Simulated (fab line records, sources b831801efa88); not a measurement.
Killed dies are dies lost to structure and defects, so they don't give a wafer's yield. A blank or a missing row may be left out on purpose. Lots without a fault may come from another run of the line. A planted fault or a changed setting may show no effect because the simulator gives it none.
Chamber matching | flow gf180mcu | GF_HV_LDD_ETCHBACK_58 on rie_diel-04: 4 sister chambers
The step etches Si3N4 in CH3F/O2, stops on SiO2, time 100 s, target depth 90 nm. 14 wafers are shown with their chamber, then 7 later ones without.

WAFERS WITH THEIR CHAMBER
wafer  | chamber | throttle_valve_pct (%) | oes_product_au (a.u.)
L889.2 | 0       | 10.552                 | 0.850
L889.5 | 3       | 10.547                 | 0.837
L889.6 | 2       | 10.549                 | 0.849
L891.1 | 2       | 10.564                 | 0.839
L891.2 | 3       | 10.537                 | 0.840
L891.4 | 2       | 10.555                 | 0.841
L896.1 | 2       | 10.551                 | 0.835
L896.2 | 0       | 10.569                 | 0.831
L896.6 | 0       | 10.578                 | 0.836
L905.1 | 2       | 10.570                 | 0.855
L905.2 | 1       | 10.576                 | 0.847
L905.4 | 0       | 10.553                 | 0.847
L906.2 | 3       | 10.562                 | 0.846
L906.5 | 2       | 10.567                 | 0.839

SIGNATURES (means of the wafers above)
reading            | chamber 0 | chamber 1 | chamber 2 | chamber 3 | scatter within a chamber
throttle_valve_pct | 10.56300  | 10.57600  | 10.55933  | 10.54867  | 0.0109
oes_product_au     | 0.84100   | 0.84700   | 0.84300   | 0.84100   | 0.00751
Rule: a wafer's distance from a chamber is the root of the sum, over the readings, of the square of ((its reading less the chamber's mean) divided by the reading's scatter). The wafer belongs to the nearest chamber; if the next one is less than 2 further off, it can't be placed. The scatter: the root of (the sum of the squares of (reading less its chamber's mean) over the shown wafers, divided by (wafers less chambers)).

WAFERS WITHOUT THEIR CHAMBER
wafer  | throttle_valve_pct (%) | oes_product_au (a.u.)
L906.6 | 10.573                 | 0.835
L907.2 | 10.577                 | 0.834
L907.3 | 10.567                 | 0.844
L907.4 | 10.550                 | 0.842
L908.3 | 10.566                 | 0.839
L908.5 | 10.556                 | 0.834
L908.6 | 10.552                 | 0.841

WHICH CHAMBER EACH WENT THROUGH
wafer  | from the rows above               | in truth
L906.6 | can't be placed: 0 or 1 or 2 or 3 | 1
L907.2 | can't be placed: 0 or 1 or 2 or 3 | 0
L907.3 | can't be placed: 0 or 2 or 1 or 3 | 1
L907.4 | can't be placed: 3 or 2 or 0      | 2
L908.3 | can't be placed: 0 or 2 or 1 or 3 | 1
L908.5 | can't be placed: 0 or 3 or 2 or 1 | 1
L908.6 | can't be placed: 3 or 2 or 0      | 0
Placed correctly: 0 of 7. Can't be placed from these rows: 7 (the true chamber is among the candidates in 7). Placed wrongly: 0.
